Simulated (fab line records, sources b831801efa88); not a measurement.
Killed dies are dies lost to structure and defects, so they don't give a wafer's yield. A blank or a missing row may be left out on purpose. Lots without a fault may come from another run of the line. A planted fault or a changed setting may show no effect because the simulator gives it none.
Which tool did it? | flow sky130 | 12 lots, 36 wafers sampled, at 1 step of a route of 708

WHAT THE GAUGES READ, wafer by wafer
SKY_LOCAL_INTERCONNECT_CD_MEAS_11: target cd 170 nm.
lot  | measured     | on        | cd_nm (nm)
L075 | day 30 17:05 | cd_sem-01 | 168.9 167.8 169.4
L077 | day 31 07:34 | cd_sem-02 | 170.2 168.6 169.8
L079 | day 32 15:31 | cd_sem-02 | 169.6 170.6 170.5
L080 | day 32 16:26 | cd_sem-01 | 172.5 172.9 172.1
L083 | day 33 15:01 | cd_sem-01 | 167.2 166.0 166.0
L086 | day 34 11:34 | cd_sem-01 | 169.1 169.9 169.1
L089 | day 35 19:54 | cd_sem-01 | 168.2 167.9 168.8
L087 | day 35 21:20 | cd_sem-01 | 170.2 169.3 171.3
L092 | day 36 16:32 | cd_sem-01 | 170.2 171.2 171.7
L093 | day 36 20:56 | cd_sem-01 | 171.2 170.4 169.1
L095 | day 37 14:35 | cd_sem-01 | 172.2 170.5 169.1
L096 | day 37 22:36 | cd_sem-01 | 168.2 169.1 168.7

WHICH TOOL RAN EACH LOT (tool, then ch and the chambers of the sampled wafers, then the start)
The record holds no process step before these readings.

THE ANSWER, worked out from the rows above alone
Rule: what is usual is taken from the lots themselves. Put in order of their means at a reading, lots are off if they are a third of the lots or fewer, leave a main group of 4 or more, and stand apart from it by a gap of 3 or more times the standard deviation of the main group's means; of several such gaps the widest counts. A main group whose means are all the same, to the digits that the tables above print for the reading, isn't used. A lot without any number at a reading at which 4 lots or more have one is off too. The other lots that the step has rows for count as sound.
No lot is off at any reading shown: from this, nothing can be told.

WHAT THE SIMULATOR HAD PUT IN
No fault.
